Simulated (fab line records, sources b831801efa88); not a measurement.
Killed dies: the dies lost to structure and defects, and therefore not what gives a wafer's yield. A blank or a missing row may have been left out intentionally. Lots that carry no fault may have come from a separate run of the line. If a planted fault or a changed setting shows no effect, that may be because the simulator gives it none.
Code-filled problem report in 8D (eight disciplines) form | flow gf180mcu | the parts of the form that need people (team, actions taken, sign-off) are left out

1. PROBLEM STATEMENT
MIM_ALCU_RS at GF_MIM_RS_MEAS_10 reads a mean of 0.1522 ohm/sq on 1 wafer of 1 lot; wafers without a fault read 0.1606 ohm/sq with a standard deviation of 0.0015. Measured from the usual mean, that is -5.6 standard deviations.
The step: measures by four-point-probe.
First observed at day 30 22:20: wafer L284.1, on film-metro-04. The record holds 30 wafers of 10 lots with a number at this step. The rule behind "out" and "out of limits": a value lying over 4 standard deviations away from the usual mean. The other wafers with a number count as sound.

2. WHAT THIS IS AND IS NOT
question                    | is                | is not
which readings at this step | MIM_ALCU_RS       | -
which lots                  | L284              | L263, L264, L268, L269, L270, L271, L281, L283, L286
which wafers of those lots  | L284.1            | L284.3, L284.5
read on which gauges        | film-metro-04     | film-metro-02, film-metro-03
when                        | from day 30 22:20 | up to then (26 sound wafers); but 3 sound wafers of L286 came after

3. THE SUSPECTS, EACH WITH WHAT RULES IT OUT
Counting: any tool at a process step up to the reading remains a suspect provided it ran every lot that is out. Sound lots after the first of them don't rule it out here, since some wafers of a struck lot are sound.
- the gauge at GF_MIM_RS_MEAS_10: kept. All the wafers that are out were read on film-metro-04, and no step on other tools shows them out.
- rie-metal-04 at GF_M4_METAL_ETCH_16 (etches the open film in Cl2/BCl3, stops on SiO2, target depth 627.5 nm, time 104.6 s): kept. L284, the lot that is out, went through it at day 30 00:49; up to then, the latest sound lot through it was L270 at day 26 01:45.
- rie-diel-04 at GF_V4_ETCH_17 (etches SiO2 in C4F8/O2/Ar, stops on TiN, target depth 630 nm): kept. L284, the lot that is out, went through it at day 30 22:17; up to then, the latest sound lot through it was L270 at day 27 01:44. With no start given for some of its lots, GF_V4_ETCH_17 uses the hours and lot order of GF_MIM_SPUTTER_08.
- pvd-sputter-03 at GF_MIM_SPUTTER_08 (material AlCu, target thk 200 nm, time 10.6 s): kept. L284, the lot that is out, went through it at day 30 22:17; up to then, the latest sound lot through it was L283 at day 30 15:13.
Left after counting: rie-metal-04 at GF_M4_METAL_ETCH_16, rie-diel-04 at GF_V4_ETCH_17, pvd-sputter-03 at GF_MIM_SPUTTER_08, film-metro-04 at GF_MIM_RS_MEAS_10.

4. THE CAUSE (what the simulator had put in)
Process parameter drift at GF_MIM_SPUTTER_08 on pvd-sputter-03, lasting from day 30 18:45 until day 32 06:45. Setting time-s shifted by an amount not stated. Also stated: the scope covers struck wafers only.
This tool is one of the 4 suspects left after counting.

5. THE EFFECT CHAIN, in route order
Each row: a reading whose mean over the struck wafers that have a number lies more than 3 standard deviations from the usual. Only readings for which the record gives a usual standard deviation are gone through. hours: the time from each lot's start at the first step in this table that gives one to its start at this step, as a median over the lots. sigmas: the change in usual standard deviations.
hours | step                 | reading        | usual         | on struck wafers | change  | sigmas
0     | GF_MIM_RS_MEAS_10    | MIM_ALCU_RS    | 0.1606 ohm/sq | 0.1522           | -0.0084 | -5.6
0     | GF_MIM_THK_MEAS_11   | MIM_ALCU_THK   | 199.1 nm      | 211.0            | +11.9   | +6.0
18    | GF_MIM_METAL_ETCH_19 | oes-product-au | 0.941 a.u.    | 0.965            | +0.024  | +3.9
Here are the process steps it includes:
- GF_MIM_METAL_ETCH_19: etches the open film in Cl2/BCl3, stops on Si3N4, target depth 324.5 nm, time 54.1 s.

6. HOW IT WOULD HAVE BEEN CAUGHT EARLIER
In this record the first reading out of limits at a measuring or inspecting step was taken at day 30 22:20, 4 hours after the fault began at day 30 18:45.
Tool readings at GF_MIM_SPUTTER_08 with a usual standard deviation given in the record: none out on any struck wafer, hence no alarm at a limit of 4 standard deviations on them.
By day 30 22:20 the whole set of lots that are out, 1 in number, had already begun GF_MIM_SPUTTER_08 on pvd-sputter-03. A hold on the tool at that time would have spared none of them.
